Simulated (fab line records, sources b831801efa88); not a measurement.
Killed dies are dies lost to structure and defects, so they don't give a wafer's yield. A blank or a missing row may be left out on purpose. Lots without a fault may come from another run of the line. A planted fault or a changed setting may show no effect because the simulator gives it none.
fab line records | flow sky130
record lots=12 wafers=36 last_day=50
route steps=708 shown POLY_GATE@229 LDD_N@254 POLY_CUT@316
lots that met no fault: from a run of the same line without faults
start_h: hours from the record's first day to the start of the lot's first wafer shown | wait_h: hours since the lot's step before | " the same as in the row above | L1.1+2: a row that stands for several wafers | - no value, or no start given | * or withheld: withheld | < > ~ a bound
route shown NAME@n: a module of which the file shows steps, and the number in the route of the first | usual: mean/standard deviation of fault-free wafers | same: alike in all rows | chamber/n: place in a boat | sites: the reading at each site | _std_site: their standard deviation | _edge_site: outer sites' mean less inner sites' | radius_mm: how far each site lies from the wafer's centre | mask NAME#n: copy n | behind: the tool/chamber that last shaped the wafer | hold: why the lot was held/for how many hours/how that ended | device: the transistor (n, p or np) that didn't switch | end of line: the same wafers' tests at the end of the route | a step without rows: its recipe alone | killed: dies lost to structure and defects at the first sort, not the wafer's yield | map: a wafer's dies, x killed, . not, _ none there
set.NAME: the setting as run; set.NAME@STEP: as run at that earlier step | model.NAME: the simulator's own value behind a step, which no gauge read
steps of the route over a sample of lots; a table a step, a row a wafer
services: from which hour (start_h, from the record's first day; less than 0 if before it) a tool's chamber was out of use, for how many hours, and why
## steps
# step SKY_POLY_GATE_ETCH_15
# recipe chemistry=N2/H2 target=BARC ion_energy_ev=200 source_w=500 bias_w=100 pressure_mtorr=30 n2_flow_sccm=100 h2_flow_sccm=200 stop_on=SiO2 time_s=118.5 target_depth_a=1100
# usual bias_w=99.99/0.28 drypump_motor_current_A=5.7/0.4 oes_product_au=0.716/0.0048 throttle_valve_pct=13.213/0.0099
# columns lot.wafer tool chamber start_h wait_h bias_w drypump_motor_current_A oes_product_au rf_hours_counter_h throttle_valve_pct
L527.1 rie_diel-01 0 368.47 0.0 99.67 5.7 0.718 71 13.218
L527.2 " 1 " " 99.87 5.8 0.719 110 13.188
L527.3 " 2 " " 99.80 6.0 0.721 31 13.198
L528.3 rie_diel-02 0 378.77 0.0 99.85 5.2 0.719 12 13.214
L528.4 " 3 " " 99.53 5.7 0.720 64 13.208
L528.5 " 1 " " 99.94 5.8 0.730 - 13.215
L529.1 rie_diel-03 1 386.17 0.0 100.34 6.3 0.715 4 13.228
L529.3 " 2 " " 99.93 5.7 0.723 1 13.203
L529.4 " 0 " " 100.16 5.1 0.716 - 13.210
L531.1 rie_diel-01 0 403.82 0.0 99.82 5.7 0.722 72 13.200
L531.2 " 2 " " 100.71 6.1 0.726 31 13.216
L531.3 " 3 " " 99.80 5.3 0.719 6 13.211
L533.1 rie_diel-01 1 428.76 0.0 99.62 5.8 0.719 111 13.205
L533.2 " 0 " " 99.36 5.7 0.710 73 13.207
L533.5 " 1 " " 99.96 5.8 0.719 - 13.212
L537.1 rie_diel-02 0 466.37 0.0 100.02 5.2 0.715 13 13.195
L537.4 " 1 " " 99.93 5.8 0.713 5 13.227
L537.6 " 3 " " 100.09 5.7 0.719 - 13.225
L535.1 rie_diel-01 2 466.51 0.0 99.86 6.1 0.714 33 13.222
L535.3 " 0 " " 100.32 5.7 0.713 74 13.209
L535.5 " 2 " " 100.05 6.1 0.719 - 13.216
L536.2 rie_diel-03 0 466.72 0.0 99.85 5.1 0.710 54 13.205
L536.3 " 3 " " 100.02 5.6 0.719 11 13.222
L536.6 " 3 " " 99.67 5.6 0.714 - 13.200
L539.3 rie_diel-03 0 485.67 0.0 96.57 5.1 0.712 54 13.216
L539.4 " 3 " " 96.39 5.6 0.727 11 13.212
L539.6 " 1 " " 96.69 6.3 0.711 - 13.205
L540.2 rie_diel-03 2 492.37 0.0 96.70 5.7 0.718 3 13.214
L540.3 " 3 " " 96.76 5.6 0.721 11 13.207
L540.6 " 1 " " 97.22 6.2 0.720 - 13.226
L548.1 rie_diel-02 1 556.42 0.0 100.09 5.7 0.714 7 13.223
L548.3 " 2 " " 100.00 6.4 0.714 9 13.199
L548.5 " 0 " " 100.07 5.2 0.719 - 13.220
L549.2 rie_diel-03 3 570.06 0.0 100.20 5.6 0.723 12 13.215
L549.3 " 0 " " 99.83 5.1 0.721 56 13.214
L549.6 " 0 " " 99.80 5.1 0.724 - 13.214
# step SKY_LDD_N_TW_MEAS_17
# usual LDD_N_TW=2587/34
# columns lot.wafer tool chamber start_h wait_h LDD_N_TW
L527.1 film_metro-03 - 400.79 0.1 2600
L527.2 " - " " 2604
L527.3 " - " " 2619
L528.3 film_metro-03 - 410.51 0.1 2611
L528.4 " - " " 2610
L528.5 " - " " 2610
L529.1 film_metro-03 - 421.79 0.1 2619
L529.3 " - " " 2611
L529.4 " - " " 2613
L531.1 film_metro-04 - 438.84 0.1 2552
L531.2 " - " " 2561
L531.3 " - " " 2554
L533.1 film_metro-01 - 463.15 0.1 2580
L533.2 " - " " 2571
L533.5 " - " " 2563
L537.1 film_metro-01 - 500.00 0.1 2567
L537.4 " - " " 2569
L537.6 " - " " 2575
L535.1 film_metro-03 - 500.57 0.1 2639
L535.3 " - " " 2640
L535.5 " - " " 2637
L536.2 film_metro-01 - 501.21 0.1 2579
L536.3 " - " " 2571
L536.6 " - " " 2580
L539.3 film_metro-03 - 519.01 0.1 2636
L539.4 " - " " 2638
L539.6 " - " " 2641
L540.2 film_metro-03 - 525.95 0.1 2626
L540.3 " - " " 2635
L540.6 " - " " 2623
L548.1 film_metro-03 - 588.69 0.1 2626
L548.3 " - " " 2621
L548.5 " - " " 2622
L549.2 film_metro-04 - 602.20 0.1 2556
L549.3 " - " " 2549
L549.6 " - " " 2564
# step SKY_POLY_CUT_OVL_MEAS_09
# usual POLY_CUT_OVL=-1/5.7
# columns lot.wafer tool chamber start_h wait_h POLY_CUT_OVL[nm]
L527.1 overlay-02 - 554.87 0.1 8
L527.2 " - " " 9
L527.3 " - " " 7
L528.3 overlay-02 - 565.49 0.1 1
L528.4 " - " " -14
L528.5 " - " " -14
L529.1 overlay-02 - 576.18 0.1 -4
L529.3 " - " " -1
L529.4 " - " " -3
L531.1 overlay-01 - 593.33 0.1 -9
L531.2 " - " " -1
L531.3 " - " " -5
L533.1 overlay-02 - 616.77 0.1 -3
L533.2 " - " " 3
L533.5 " - " " 6
L537.1 overlay-02 - 651.33 0.1 8
L537.4 " - " " 4
L537.6 " - " " 1
L536.2 overlay-02 - 657.39 0.1 2
L536.3 " - " " -1
L536.6 " - " " -4
L535.1 overlay-02 - 658.08 0.1 -5
L535.3 " - " " -7
L535.5 " - " " -2
L539.3 overlay-01 - 667.24 0.1 7
L539.4 " - " " 4
L539.6 " - " " 7
L540.2 overlay-02 - 673.64 0.1 -7
L540.3 " - " " -7
L540.6 " - " " -8
L548.1 overlay-02 - 733.27 0.1 3
L548.3 " - " " 1
L548.5 " - " " -7
L549.2 overlay-01 - 744.69 0.1 -12
L549.3 " - " " -10
L549.6 " - " " 2
# step SKY_POLY_CUT_ETCH_11
# recipe target=Si3N4 chemistry=CF4/CH2F2/Ar stop_on=poly-Si source_w=600 bias_w=150 pressure_mtorr=40 cf4_flow_sccm=40 ch2f2_flow_sccm=20 Ar_flow_sccm=150 time_s=42.5 target_depth_a=600
# usual bias_w=150.0/0.47 drypump_motor_current_A=5.8/0.35 oes_product_au=0.831/0.0071 throttle_valve_pct=14.995/0.0089
# columns lot.wafer tool chamber start_h wait_h bias_w drypump_motor_current_A oes_product_au rf_hours_counter_h throttle_valve_pct
L527.1 rie_diel-03 1 554.95 0.0 149.8 6.2 0.828 8 15.007
L527.2 " 3 " " 149.9 5.6 0.830 12 14.997
L527.3 " 0 " " 149.5 5.1 0.830 55 14.998
L528.3 rie_diel-03 2 565.55 0.0 149.8 5.7 0.822 4 14.995
L528.4 " 1 " " 149.3 6.2 0.831 8 15.001
L528.5 " 1 " " 149.7 6.2 0.834 - 14.998
L529.1 rie_diel-03 1 576.26 0.0 149.9 6.3 0.831 8 14.985
L529.3 " 0 " " 149.8 5.1 0.832 56 14.983
L529.4 " 3 " " 150.6 5.6 0.838 12 14.972
L531.1 rie_diel-04 0 593.41 0.0 150.0 5.7 0.827 37 14.980
L531.2 " 1 " " 149.7 6.0 0.821 4 14.988
L531.3 " 2 " " 150.8 6.2 0.825 1 14.984
L533.1 rie_diel-03 3 616.85 0.0 150.3 5.6 0.823 14 14.985
L533.2 " 0 " " 149.9 5.1 0.837 57 15.008
L533.5 " 2 " " 149.6 5.7 0.831 - 14.986
L537.1 rie_diel-04 3 651.41 0.0 150.2 5.7 0.844 17 15.003
L537.4 " 1 " " 150.4 6.1 0.841 5 14.977
L537.6 " 3 " " 150.0 5.7 0.833 - 15.000
L536.2 rie_diel-01 3 657.46 0.0 149.5 5.3 0.832 11 14.999
L536.3 " 0 " " 150.0 5.7 0.829 1 14.985
L536.6 " 0 " " 149.4 5.7 0.823 - 14.991
L535.1 rie_diel-03 2 658.16 0.0 150.6 5.7 0.832 6 14.977
L535.3 " 3 " " 149.5 5.6 0.832 15 14.981
L535.5 " 3 " " 149.6 5.6 0.834 - 15.005
L539.3 rie_diel-01 3 667.31 0.0 149.8 5.3 0.834 12 14.993
L539.4 " 1 " " 150.6 5.9 0.835 4 14.985
L539.6 " 3 " " 150.0 5.3 0.848 - 15.008
L540.2 rie_diel-03 2 673.71 0.0 149.3 5.7 0.829 6 14.991
L540.3 " 3 " " 150.6 5.6 0.827 15 14.989
L540.6 " 2 " " 150.1 5.7 0.824 - 14.985
L548.1 rie_diel-04 1 733.35 0.0 149.9 6.1 0.833 7 14.983
L548.3 " 3 " " 150.1 5.6 0.841 18 14.993
L548.5 " 2 " " 150.4 6.2 0.832 - 14.982
L549.2 rie_diel-03 0 744.76 0.0 149.8 5.1 0.838 1 14.989
L549.3 " 1 " " 150.3 6.2 0.832 12 14.980
L549.6 " 2 " " 150.0 5.7 0.819 - 14.989
## services
# columns tool chamber start_h hours kind
rie_diel-03 3 381.90 9.2 repair
rie_diel-04 1 391.93 5.4 repair
rie_diel-01 1 403.40 9.1 repair
rie_diel-01 3 404.68 16.2 repair
rie_diel-02 - 416.76 1.4 repair
rie_diel-03 - 427.63 14.6 pm
rie_diel-01 1 428.98 25.3 repair
rie_diel-02 3 442.73 7.6 repair
rie_diel-01 - 443.42 2.8 pm
rie_diel-02 0 447.35 4.8 repair
rie_diel-02 1 470.20 5.2 repair
rie_diel-04 1 499.00 10.8 repair
rie_diel-02 - 545.48 0.4 repair
rie_diel-04 - 557.84 1.0 repair
rie_diel-02 3 613.18 12.4 repair
rie_diel-04 - 621.68 0.1 repair
rie_diel-04 - 630.53 2.8 pm
rie_diel-02 2 663.51 6.9 repair
rie_diel-01 0 667.44 16.9 repair
rie_diel-03 2 694.78 5.4 repair
rie_diel-01 - 695.31 3.6 repair
rie_diel-02 - 714.33 1.3 repair
rie_diel-03 2 720.69 5.6 repair
rie_diel-01 0 728.26 2.7 repair
## key
first_sign step=SKY_POLY_GATE_ETCH_15 reading=bias_w direction=down sigmas=12 usual=99.99 struck=96.72
effect none on later readings
met_at SKY_POLY_GATE_ETCH_15
struck_lots L539,L540
tester_left_out L539,L540
not_acting_at SKY_LDD_N_TW_MEAS_17,SKY_POLY_CUT_OVL_MEAS_09,SKY_POLY_CUT_ETCH_11
onset_between 466.72 485.67
fault kind=process_parameter_drift tool=rie_diel-03 chamber=- onset_h=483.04 steps=SKY_POLY_GATE_ETCH_15 channel=bias_w offset=-3.1864 shape=step end_h=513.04 acts_in=these_recipes_only stated=100
# tester_left_out: of these lots the tester's yield and bins aren't shown, on N5 and GAA mostly nor the transistor test; their killed dies are dies lost to structure and defects alone, not to doping, threshold or leakage, so they don't give the yield
